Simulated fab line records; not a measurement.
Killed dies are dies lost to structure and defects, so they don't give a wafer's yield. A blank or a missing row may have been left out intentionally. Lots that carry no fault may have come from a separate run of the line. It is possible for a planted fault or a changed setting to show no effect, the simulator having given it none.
What tool caused it? :: flow sky130 :: route of 708 steps, sampled at 1 step: 6 lots, 18 wafers

## WHAT THE GAUGES SHOWED, per wafer
SKY_VT_ADJUST_HVTR_TW_MEAS_11.
lot: L495
measured: day 10 08:16
on: filmMetro-03
VT_ADJUST_HVTR_TW: 211.9 212.9 211.9

lot: L496
measured: day 10 21:04
on: filmMetro-02
VT_ADJUST_HVTR_TW: 210.8 211.2 210.4

lot: L498
measured: day 11 07:31
on: filmMetro-04
VT_ADJUST_HVTR_TW: 214.1 214.5 215.3

lot: L502
measured: day 12 18:38
on: filmMetro-04
VT_ADJUST_HVTR_TW: 216.5 214.6 216.6

lot: L508
measured: day 15 00:33
on: filmMetro-04
VT_ADJUST_HVTR_TW: 216.5 216.6 217.3

lot: L509
measured: day 15 12:24
on: filmMetro-04
VT_ADJUST_HVTR_TW: 216.6 216.1 216.2

## TOOL THAT RAN EACH LOT (tool first, then ch and the chambers of the sampled wafers, then the start)
The record shows no process step preceding these readings.

## THE ANSWER, worked out from the rows above alone
Rule: the usual values come from the lots themselves. The widest of any qualifying gaps counts: lots, ordered by their means at a reading, are off when they make up no more than a third of the lots, leave a main group of 4 or more, and stand apart from it by 3 or more times the standard deviation of that group's means. If all means in a main group match to the digits the tables above print for the reading, that group is not used. A lot without any number at a reading at which 4 lots or more have one is off too. Any other lot the step has rows for is counted as sound.
None of the lots is off at any reading shown; this tells nothing.

## WHAT THE SIMULATOR HAD PUT IN
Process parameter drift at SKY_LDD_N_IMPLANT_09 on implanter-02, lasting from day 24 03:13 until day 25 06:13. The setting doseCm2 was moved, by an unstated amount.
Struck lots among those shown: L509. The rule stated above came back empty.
